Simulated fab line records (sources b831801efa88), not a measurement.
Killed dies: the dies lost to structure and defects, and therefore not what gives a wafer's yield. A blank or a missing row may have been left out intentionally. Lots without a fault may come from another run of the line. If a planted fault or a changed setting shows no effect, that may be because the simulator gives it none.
Problem report in the 8D (eight disciplines) form, filled by code    flow gf180mcu    the parts of the form that need people (team, actions taken, sign-off) are left out

1. THE PROBLEM
Mean of oesProductAu at GF_STI_ETCH_13: 0.742 a.u. across 4 wafers in 3 lots; on wafers with no fault it is 0.836 a.u. (standard deviation 0.0059). Relative to the usual mean, that is a shift of -16 standard deviations.
The step: etches the open film in CHF3/O2, stops on Si, target depth 282.31 nm, time 112.9 s.
Earliest sighting: wafer L597.2 on rieDiel-01 at day 2 16:44. Wafers with a number at this step in the record: 34, from 12 lots. By rule, "out" or "out of limits" means more than 4 standard deviations away from the usual mean. Any other wafer with a number is counted as sound.

2. WHAT IT IS, WHAT IT ISN'T
question                     is                              is not
which readings at this step  oesProductAu                    chf3FlowSccm, drypumpMotorCurrentA
which lots                   L597, L600, L601                L594, L595, L609, L610, L611, L612, L614, L615, L616
which wafers of those lots   L597.2, L600.6, L601.2, L601.6  L597.1, L597.4, L600.3
read on which tools          rieDiel-01                      rieDiel-02, rieDiel-04
when                         from day 2 16:44                up to then (8 sound wafers); but 22 sound wafers of L600, L609, L610, L611, L612, L614, L615, L616 came after

3. SUSPECTS, AND WHAT RULES EACH OUT
Counting: any tool at a process step up to the reading remains a suspect provided it ran every lot that is out. Sound lots after the first of them don't rule it out here, since some wafers of a struck lot are sound.
- rieDiel-01 at GF_STI_ETCH_13 (etches the open film in CHF3/O2, stops on Si, target depth 282.31 nm, time 112.9 s): kept. It processed each lot that is out (first: L597, day 2 16:44); up to then, its last sound lot is L595 (day 2 05:47). Its own readings are out on those wafers: oesProductAu.
After counting, what remains is rieDiel-01 at GF_STI_ETCH_13.

4. THE CAUSE (what the simulator had put in)
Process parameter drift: rieDiel-01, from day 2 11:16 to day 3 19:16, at GF_STI_ETCH_13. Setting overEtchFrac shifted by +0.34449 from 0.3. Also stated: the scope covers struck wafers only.
Counting left only this tool.

5. SEQUENCE OF EFFECTS, ordered by route
Rows list readings where the struck wafers' mean (over those with a number) sits beyond 3 standard deviations from the usual. Readings are gone through only where the record gives a usual standard deviation; hours: the median, over the lots, of the time from a lot's start at the first step in this table giving one to that lot's start at this step; sigmas: the change measured in usual standard deviations.
hours  step             reading               usual       on struck wafers  change  sigmas
0      GF_STI_ETCH_13   oesProductAu          0.836 a.u.  0.742             -0.094  -16
0      GF_STI_ETCH_13   throttleValvePct      8.813 %     8.782             -0.031  -3.5
0      GF_STI_STRIP_15  oesProductAu          0.385 a.u.  0.357             -0.028  -5.8
0      GF_STI_STRIP_15  stripTimeToEndpointS  3.77 s      3.07              -0.70   -12
Here are the process steps it includes:
- GF_STI_ETCH_13: etches the open film in CHF3/O2, stops on Si, target depth 282.31 nm, time 112.9 s.
- GF_STI_STRIP_15: strips in O2/N2.

6. HOW IT WOULD HAVE BEEN CAUGHT EARLIER
In this record no reading fell out of limits until day 2 16:44, 5 hours after the fault had begun at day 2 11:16.
